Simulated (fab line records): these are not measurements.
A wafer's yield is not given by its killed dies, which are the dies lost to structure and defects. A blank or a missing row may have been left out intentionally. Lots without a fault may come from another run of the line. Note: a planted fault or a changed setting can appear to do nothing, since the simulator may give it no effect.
The tool behind it: which one? ; flow gf180mcu ; 18 wafers from 6 lots sampled at 4 of the route's 602 steps

## WHAT EACH GAUGE READ, for each wafer
GF_V1_BOW_MEAS_05.
lot;measured;on;V1_BOW (um)
L392;day 17 09:52;film metro-02;76 82 81
L398;day 19 19:46;film metro-01;76 78 85
L400;day 20 12:24;film metro-02;85 83 83
L402;day 21 05:50;film metro-01;80 83 96
L405;day 22 10:41;film metro-02;90 86 88
L412;day 24 17:11;film metro-03;85 71 80

## EACH LOT AND THE TOOL THAT RAN IT (in order: tool; ch and the chambers of the sampled wafers; start)
lot;GF_M1_SPUTTER_00;GF_M1_METAL_ETCH_16;GF_V1_CMP_04
L392;pvd sputter-03, day 16 10:20;rie metal-03 ch 0,1, day 17 08:38;cmp-02 ch 0,2,3, day 17 09:34
L398;pvd sputter-04, day 18 17:43;rie metal-02 ch 0,1, day 19 18:29;cmp-02 ch 0,1, day 19 19:31
L400;pvd sputter-04, day 19 10:19;rie metal-03 ch 0,1, day 20 11:02;cmp-01 ch 0,1,3, day 20 12:10
L402;pvd sputter-04, day 20 04:18;rie metal-02 ch 1, day 21 04:15;cmp-01 ch 1,2,3, day 21 05:32
L405;pvd sputter-04, day 21 09:41;rie metal-04 ch 0,1, day 22 09:20;cmp-01 ch 0,2, day 22 10:25
L412;pvd sputter-02, day 23 17:18;rie metal-04 ch 1, day 24 15:54;cmp-02 ch 0,2,3, day 24 16:58
- GF_M1_SPUTTER_00: material Ti, target thk 37.5 nm, time 150 s.
- GF_M1_METAL_ETCH_16: etches the open film in Cl2/BCl3, stops on SiO2, target depth 750.8 nm, time 125.1 s.
- GF_V1_CMP_04: polishes SiO2.

## THE ANSWER, worked out from the rows above alone
Rule: the usual values come from the lots themselves. The widest of any qualifying gaps counts: lots, ordered by their means at a reading, are off when they make up no more than a third of the lots, leave a main group of 4 or more, and stand apart from it by 3 or more times the standard deviation of that group's means. If all means in a main group match to the digits the tables above print for the reading, that group is not used. A lot without any number at a reading at which 4 lots or more have one is off too. All remaining lots with rows at the step are treated as sound.
None of the lots is off at any reading shown; this tells nothing.

## WHAT THE SIMULATOR PUT IN
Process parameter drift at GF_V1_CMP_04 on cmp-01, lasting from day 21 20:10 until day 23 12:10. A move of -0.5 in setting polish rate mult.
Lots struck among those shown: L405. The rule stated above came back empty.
